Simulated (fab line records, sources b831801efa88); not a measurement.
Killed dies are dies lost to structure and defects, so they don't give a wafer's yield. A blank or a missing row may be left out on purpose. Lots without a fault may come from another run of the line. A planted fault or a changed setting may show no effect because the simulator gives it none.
One fault seen from 2 desks | flow sfq_line | each desk has only its own numbers; what lay behind them comes last

THE TOOL OWNER'S DESK: litho_track-04
The tool's own readings at SFQ_TRILAYER_M6_LITHO_PEB_162 (peb time 60 s): means of the sampled wafers that have a number, for each lot that ran on this tool. A lot is out of limits, marked OUT, if its mean lies more than 4 standard deviations from the usual mean; the brackets give that distance.
Columns: A = heater_power_total_W at SFQ_TRILAYER_M6_LITHO_PEB_162, usual 79.15 W; B = plate_temp_C at SFQ_TRILAYER_M6_LITHO_PEB_162, usual 114.98 C
lot  | first seen here | A               | B
L872 | day 59 00:53    | 79.16           | 114.77
L875 | day 60 11:40    | 79.16           | 115.11
L878 | day 61 00:52    | 79.18           | 114.93
L886 | day 63 07:26    | 80.00 (+14) OUT | 115.08
L887 | day 63 13:28    | 80.42 (+20) OUT | 115.00
This desk's finding: out of limits on L886, L887; first on L886, day 63 07:26 (heater_power_total_W at SFQ_TRILAYER_M6_LITHO_PEB_162). In limits: L872, L875, L878.

THE METROLOGY DESK
What the gauges read, lot by lot, whatever tool the lot ran on: means of the sampled wafers that have a number. A lot is out of limits, marked OUT, if its mean lies more than 4 standard deviations from the usual mean; the brackets give that distance.
Columns: A = M7_OVL at SFQ_M7_OVL_MEAS_945, usual 3 nm; B = I7_BOW at SFQ_I7_BOW_MEAS_946, usual 4 um; C = I7_OVL at SFQ_I7_OVL_MEAS_947, usual 1 nm
lot  | first seen here | A  | B   | C
L871 | day 65 01:53    | 8  | -7  | -1
L872 | day 65 10:23    | 10 | 12  | 3
L873 | day 65 14:14    | 4  | -3  | 1
L874 | day 65 19:59    | 1  | -3  | 1
L875 | day 66 17:35    | 5  | 9   | -1
L876 | day 66 18:47    | 1  | 2   | 6
L877 | day 67 03:11    | 0  | 26  | -1
L878 | day 67 05:59    | 7  | 4   | -5
L886 | day 69 06:29    | -8 | -9  | -1
L887 | day 69 12:29    | 6  | -10 | -4
L889 | day 69 16:05    | 9  | 12  | 1
L891 | day 70 08:41    | 6  | 28  | 6
L892 | day 70 13:29    | 7  | -0  | -1
L894 | day 70 18:17    | 3  | 1   | 2
This desk's finding: nothing out of limits on any of the 14 lots.

PUT TOGETHER
The tool owner's desk could have raised an alarm at day 63 07:26, on L886, L887.
The metrology desk saw nothing out of limits.
The metrology desk has L886, L887 on record, within its limits.
Of the lots named, all ran SFQ_TRILAYER_M6_LITHO_PEB_162 on litho_track-04.

WHAT THE SIMULATOR HAD PUT IN
Process parameter drift: litho_track-04, from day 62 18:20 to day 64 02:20, at SFQ_TRILAYER_M6_LITHO_PEB_162. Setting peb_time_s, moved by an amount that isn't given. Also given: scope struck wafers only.
Lots struck among those shown: L886, L887.
Hours from the fault's start to each desk's first reading out of limits: the tool owner's desk, 13.
